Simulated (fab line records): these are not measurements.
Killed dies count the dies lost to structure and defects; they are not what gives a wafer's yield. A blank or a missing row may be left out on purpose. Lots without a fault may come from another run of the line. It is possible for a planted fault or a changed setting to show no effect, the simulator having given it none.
Problem report in the 8D (eight disciplines) form, filled by code	flow gf180mcu	the parts of the form that need people (team, actions taken, sign-off) are left out

## 1. THE ISSUE
At GF_CONTACT_CD_MEAS_14, cdNm averages 228.3 nm over 6 wafers from 2 lots, while fault-free wafers read 219.9 nm, standard deviation 1.3. Measured from the usual mean, that is +6.5 standard deviations.
The step: target cd 220 nm.
Earliest sighting: wafer L989.1 on cdSem-02 at day 23 09:46. At this step, 39 wafers from 13 lots have a number in the record. The rule behind "out" and "out of limits": a value lying over 4 standard deviations away from the usual mean. The rest of the wafers with a number are treated as sound.

## 2. WHAT THIS IS AND IS NOT
question	is	is not
which readings at this step	cdNm	-
which lots	L989, L990	L969, L970, L971, L972, L973, L974, L975, L977, L980, L991, L992
which wafers of those lots	all that have a number	-
read on which gauges	cdSem-02	cdSem-01
when	from day 23 09:46	up to then (27 sound wafers); but 6 sound wafers of L991, L992 came after

## 3. SUSPECTS, AND WHAT RULES EACH OUT
Counting: a tool stays on the suspect list if, at a process step up to the reading, it processed all lots that are out and no sound lot following the first of them.
- the gauge at GF_CONTACT_CD_MEAS_14 is ruled out. All the wafers that are out were read on cdSem-02, but those of them that GF_CONTACT_EXPOSE_11 has rows for are out there too, on other tools.
- rtpAnneal-02 at GF_SALICIDE_RTA_06 (time 30 s): ruled out as a lasting fault. Following L989 (day 22 09:38), the first lot on it that is out, the sound lots L992 were run on it.
- krfScanner-01 at GF_CONTACT_EXPOSE_11 (exposes mask Contact, target cd 220 nm): kept. All lots that are out passed through it, beginning with L989 at day 22 22:31, and no sound lot followed; its final sound lot before that point was L975 at day 17 14:39. On those wafers its own readings are out: exposureDoseMJCm2.
After counting, what remains is krfScanner-01 at GF_CONTACT_EXPOSE_11.

## 4. THE CAUSE (what the simulator had put in)
Process parameters drifting: krfScanner-01 at GF_CONTACT_EXPOSE_11, beginning at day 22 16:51. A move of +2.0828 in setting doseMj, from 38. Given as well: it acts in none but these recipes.
Only this tool survived the counting.

## 5. THE EFFECT CHAIN, in route order
One row per reading whose mean, taken over the struck wafers that have a number, lies over 3 standard deviations from the usual. Scope: only readings with a usual standard deviation given in the record; hours: median across lots of the time from each lot's start at the first step in this table that gives one to its start at this step; sigmas: change in usual standard deviations.
hours	step	reading	usual	on struck wafers	change	sigmas
0	GF_CONTACT_EXPOSE_11	exposureDoseMJCm2	37.99	40.10	+2.11	+54
11	GF_CONTACT_CD_MEAS_14	cdNm	219.9 nm	228.3	+8.4	+6.5
Here are the process steps it includes:
- GF_CONTACT_EXPOSE_11: exposes mask Contact, target cd 220 nm.

## 6. WHAT WOULD HAVE CAUGHT IT SOONER
In this record the first reading out of limits at a measuring or inspecting step was taken at day 23 09:46, 17 hours after the fault began at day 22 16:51.
At GF_CONTACT_EXPOSE_11, the tool's own readings (exposureDoseMJCm2) were out on each struck wafer the step has a row for, so an alarm limit on them would have fired on the first such wafer.
Each of the lots that are out, 2 in all, had begun GF_CONTACT_EXPOSE_11 on krfScanner-01 no later than day 23 09:46. Tool hold at that time: it would have spared none of them.
